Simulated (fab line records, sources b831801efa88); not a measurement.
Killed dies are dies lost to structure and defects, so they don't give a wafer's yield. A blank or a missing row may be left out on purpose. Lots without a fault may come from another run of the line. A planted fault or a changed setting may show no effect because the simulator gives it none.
Which tool did it? | flow gf180mcu | 6 lots, 18 wafers sampled, at 3 steps of a route of 602

WHAT THE GAUGES READ, wafer by wafer
GF_V3_THK_MEAS_03.
lot  | measured     | on            | V3_CVD_02_THK (nm)
L460 | day 23 00:30 | film_metro-01 | 850 830 869
L462 | day 23 05:07 | film_metro-03 | 858 856 863
L464 | day 24 07:13 | film_metro-04 | 853 859 877
L466 | day 24 15:43 | film_metro-04 | 834 847 849
L475 | day 27 10:39 | film_metro-03 | 849 853 861
L478 | day 28 06:07 | film_metro-04 | 835 834 837

WHICH TOOL RAN EACH LOT (tool, then ch and the chambers of the sampled wafers, then the start)
lot  | GF_V2_CMP_26                  | GF_V3_CVD_02
L460 | cmp-01 ch 0,1,3, day 21 23:52 | pecvd-03 ch 1,2, day 23 00:26
L462 | cmp-02 ch 1,2,3, day 22 04:47 | pecvd-02 ch 0,2, day 23 05:02
L464 | cmp-01 ch 0,1,2, day 23 07:35 | pecvd-02 ch 0,2, day 24 07:08
L466 | cmp-01 ch 0,3, day 23 16:07   | pecvd-01 ch 0,1, day 24 15:38
L475 | cmp-02 ch 0,1,2, day 26 12:38 | pecvd-03 ch 0,1, day 27 10:35
L478 | cmp-01 ch 0,1,3, day 27 08:46 | pecvd-01 ch 0,1,2, day 28 06:03
- GF_V2_CMP_26: polishes, stops on SiO2, t overpolish 15 s, target thk 0 nm.
- GF_V3_CVD_02: deposits SiO2 from TEOS, target thk 850 nm, time 94.851 s.

THE ANSWER, worked out from the rows above alone
Rule: what is usual is taken from the lots themselves. Put in order of their means at a reading, lots are off if they are a third of the lots or fewer, leave a main group of 4 or more, and stand apart from it by a gap of 3 or more times the standard deviation of the main group's means; of several such gaps the widest counts. A main group whose means are all the same, to the digits that the tables above print for the reading, isn't used. A lot without any number at a reading at which 4 lots or more have one is off too. The other lots that the step has rows for count as sound.
No lot is off at any reading shown: from this, nothing can be told.

WHAT THE SIMULATOR HAD PUT IN
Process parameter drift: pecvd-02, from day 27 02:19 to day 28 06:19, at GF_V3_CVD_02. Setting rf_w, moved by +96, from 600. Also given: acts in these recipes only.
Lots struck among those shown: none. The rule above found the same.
